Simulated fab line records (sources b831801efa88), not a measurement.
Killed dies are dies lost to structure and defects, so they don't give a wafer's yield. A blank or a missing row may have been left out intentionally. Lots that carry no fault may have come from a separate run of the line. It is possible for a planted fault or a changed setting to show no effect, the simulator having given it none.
One fault through the eyes of 2 desks    flow gf180mcu    each desk has only its own numbers; what lay behind them comes last

## METROLOGY DESK
What the gauges read, lot by lot, whatever tool the lot ran on: means of the sampled wafers that have a number. A lot is out of limits, marked OUT, if its mean lies more than 4 standard deviations from the usual mean; the brackets give that distance.
Columns: A = V2_CVD_00_THK at GF_V2_THK_MEAS_01, usual 601 nm; B = V2_BOW at GF_V2_BOW_MEAS_05, usual 98 um; C = M3_ALCU_THK at GF_M3_THK_MEAS_06, usual 452 nm
lot   first seen here  A    B    C
L550  day 19 08:56     596  89   457
L552  day 20 03:38     604  97   443
L553  day 20 15:25     616  103  455
L554  day 21 08:43     599  99   446
L555  day 21 15:40     605  107  451
L557  day 22 07:43     600  95   448
L558  day 22 15:19     594  96   456
L559  day 23 03:47     604  95   453
L560  day 23 20:15     596  112  451
L562  day 24 11:54     596  83   448
L566  day 25 15:14     604  110  452
L568  day 25 21:34     597  92   448
L569  day 26 04:56     599  99   459
L570  day 26 09:15     598  110  450
This desk's verdict: no lot among the 14 shows anything out of limits.

## THE TOOL OWNER'S DESK: litho track-03
Per lot that ran on this tool, the mean of the sampled wafers carrying a number, from the tool's own readings at GF_V3_SOFTBAKE_10 (time 60 s). A lot is out of limits, marked OUT, if its mean lies more than 4 standard deviations from the usual mean; the brackets give that distance.
Columns: A = chill plate temp C at GF_V3_SOFTBAKE_10, usual 22.98 C; B = heater power total W at GF_V3_SOFTBAKE_10, usual 93.05 W; C = run length s at GF_V3_SOFTBAKE_10, usual 89.05 s
lot   first seen here  A      B                C
L553  day 23 05:00     22.91  93.09            89.26
L562  day 26 20:00     23.12  93.08            89.14
L566  day 27 22:00     23.00  96.73 (+64) OUT  82.73 (-30) OUT
L568  day 28 04:00     23.00  96.75 (+64) OUT  82.78 (-30) OUT
This desk's verdict: out of limits on L566, L568, starting with L566 at day 27 22:00 (heater power total W at GF_V3_SOFTBAKE_10). In limits: L553, L562.

## PUT TOGETHER
On L566, L568, at day 27 22:00, an alarm was possible from the tool owner's desk.
Nothing out of limits was seen by the metrology desk.
The metrology desk holds a record of L566, L568, inside its limits.
On litho track-03, each named lot ran GF_V3_SOFTBAKE_10.

## WHAT WAS PUT IN BY THE SIMULATOR
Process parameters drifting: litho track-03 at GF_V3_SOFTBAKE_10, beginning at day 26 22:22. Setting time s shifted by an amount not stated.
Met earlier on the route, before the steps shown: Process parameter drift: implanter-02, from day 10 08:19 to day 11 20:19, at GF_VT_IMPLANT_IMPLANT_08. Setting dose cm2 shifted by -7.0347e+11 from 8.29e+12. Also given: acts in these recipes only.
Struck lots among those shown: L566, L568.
Each desk's first reading out of limits, in hours after the fault started: the tool owner's desk, 24.
